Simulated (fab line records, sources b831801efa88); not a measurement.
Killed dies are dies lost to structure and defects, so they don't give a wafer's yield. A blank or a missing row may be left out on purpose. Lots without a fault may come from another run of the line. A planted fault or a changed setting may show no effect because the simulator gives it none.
A struck lot beside a sound one | flow sky130 | 16 steps out of a route of 708
Sound: wafers L204.1, L204.3, L204.4. Struck: wafer L211.6. (L211.2, L211.4 of the same lot were not struck and are left out.) The cause comes at the end.
At each step with rows: each side's tool, then ch and its chambers, then its first start. Under that, the readings that differ: sound wafers | struck wafers | difference of the means | sigmas: that difference in standard deviations of wafers without a fault.
alike: readings whose means differ by less than 2 such deviations, and words and numbers that are the same on both sides. not compared: withheld readings, readings that some wafer has no value for, bounds like >300 that may hide the same value, and numbers for which the record gives no deviation and whose values overlap.
The two part at a step that has a row with sigmas, a row that says differs or no value, or rows on one side only. Numbers that don't overlap but have no deviation are shown without sigmas and don't part them. A reading that every wafer of one side lacks parts them only if that side has two wafers or more.

first, 3 steps without rows for these wafers: SKY_METAL1_EXPOSE_12 (exposes mask MM1, target cd 140 nm); SKY_METAL1_PEB_13; SKY_METAL1_DEVELOP_14 (develop time 60 s).
SKY_METAL1_CD_MEAS_15: target cd 140 nm.
  sound on cd_sem-02, day 33 04:42; struck on cd_sem-01, day 35 19:22
  alike: cd_nm
SKY_METAL1_OVL_MEAS_16:
  sound on overlay-02, day 33 04:49; struck on overlay-02, day 35 19:28
  alike: METAL1_OVL
SKY_METAL1_DESCUM_17: chemistry O2, time 8 s.
  sound on rie_metal-03 ch 0,1, day 33 04:51; struck on rie_metal-01 ch 1, day 35 19:31
  reading                        | sound              | struck | difference | sigmas
  chamber_pressure_mTorr (mTorr) | 9.988 9.997 10.002 | 10.028 | +0.032     | +3
  drypump_motor_current_A (A)    | 6.4 6.4 5.9        | 5.5    | -0.7       | -2
  alike: oes_product_au
  not compared: rf_hours_counter_h
SKY_METAL1_ETCH_18: etches BARC in N2/H2, stops on SiO2, time 45.9 s, target depth 60 nm.
  sound on rie_metal-03 ch 0,1, day 33 04:53; struck on rie_metal-01 ch 1, day 35 19:35
  reading                     | sound                | struck | difference | sigmas
  drypump_motor_current_A (A) | 6.4 6.5 5.9          | 5.5    | -0.8       | -2
  throttle_valve_pct (%)      | 13.223 13.207 13.214 | 13.237 | +0.022     | +2
  alike: chamber_pressure_mTorr, oes_product_au
  not compared: rf_hours_counter_h
SKY_METAL1_METAL_ETCH_19: etches the open film in Cl2/BCl3, stops on SiO2, target depth 360 nm, time 78 s.
  sound on rie_metal-03 ch 0,1, day 33 04:57; struck on rie_metal-01 ch 1, day 35 19:43
  reading                     | sound       | struck | difference | sigmas
  drypump_motor_current_A (A) | 6.4 6.4 5.9 | 5.5    | -0.7       | -2
  alike: chamber_pressure_mTorr, oes_product_au, throttle_valve_pct
  not compared: rf_hours_counter_h
SKY_METAL1_STRIP_20: strips in O2/N2.
  sound on plasma_asher-03 ch 0,1, day 33 05:02; struck on plasma_asher-04 ch 0, day 35 19:52
  reading                     | sound       | struck | difference | sigmas
  drypump_motor_current_A (A) | 6.0 6.2 6.0 | 4.9    | -1.2       | -2
  alike: chamber_pressure_mTorr, o2_flow_sccm, oes_product_au, strip_time_to_endpoint_s
  not compared: rf_hours_counter_h
then, 3 steps without rows for these wafers: SKY_METAL1_STRIP_21 (strips in post etch residue remover, time 1200 s); SKY_METAL1_CLEAN_22 (cleans in IPA, time 180 s); SKY_METAL1_CLEAN_23 (cleans in O3/DIW).
SKY_VIA1_HDPCVD_00: deposits SiO2, target thk 1030 nm, time 171.7 s.
  sound on hdpcvd-01 ch 0,2, day 33 05:40; struck on hdpcvd-02 ch 0, day 35 20:28
  reading                                  | sound             | struck | difference | sigmas
  run_length_s (s)                         | 199.6 199.2 199.5 | 180.2  | -19.2      | -38
  model.SiO2_of_VIA1_HDPCVD_00.thk_nm (nm) | 1028 1052 1055    | 919.9  | -125.1     |
SKY_VIA1_THK_MEAS_01:
  sound on film_metro-02, day 33 05:47; struck on film_metro-02, day 35 20:53
  reading              | sound          | struck | difference | sigmas
  VIA1_HDPCVD_THK (nm) | 1028 1052 1055 | 919    | -126       | -11
  not compared: hold
SKY_VIA1_CMP_02: polishes SiO2.
  sound on cmp-02 ch 0,1,2, day 33 05:50; struck on cmp-02 ch 2, day 36 04:42
  reading | sound | struck                   | difference                   | sigmas
  hold    | - - - | await_dispo/7.7h/release | no value on the sound wafers |
  alike: motor_current_A, slurry_flow_ml_min
-- the record jumps here: 12 days lie between the struck wafers' starts before and after (it left off in module VIA1 and takes up again in module PAD_OPEN, whose first step shown is number 708 of the route) --
SKY_PAD_OPEN_PROBE_99:
  the record has rows for the struck wafers here (prober-01, day 48 06:46) and none for the sound ones

WHERE THEY PART
First at SKY_METAL1_DESCUM_17; last, within this record, at SKY_PAD_OPEN_PROBE_99.

WHY: what the simulator had put in
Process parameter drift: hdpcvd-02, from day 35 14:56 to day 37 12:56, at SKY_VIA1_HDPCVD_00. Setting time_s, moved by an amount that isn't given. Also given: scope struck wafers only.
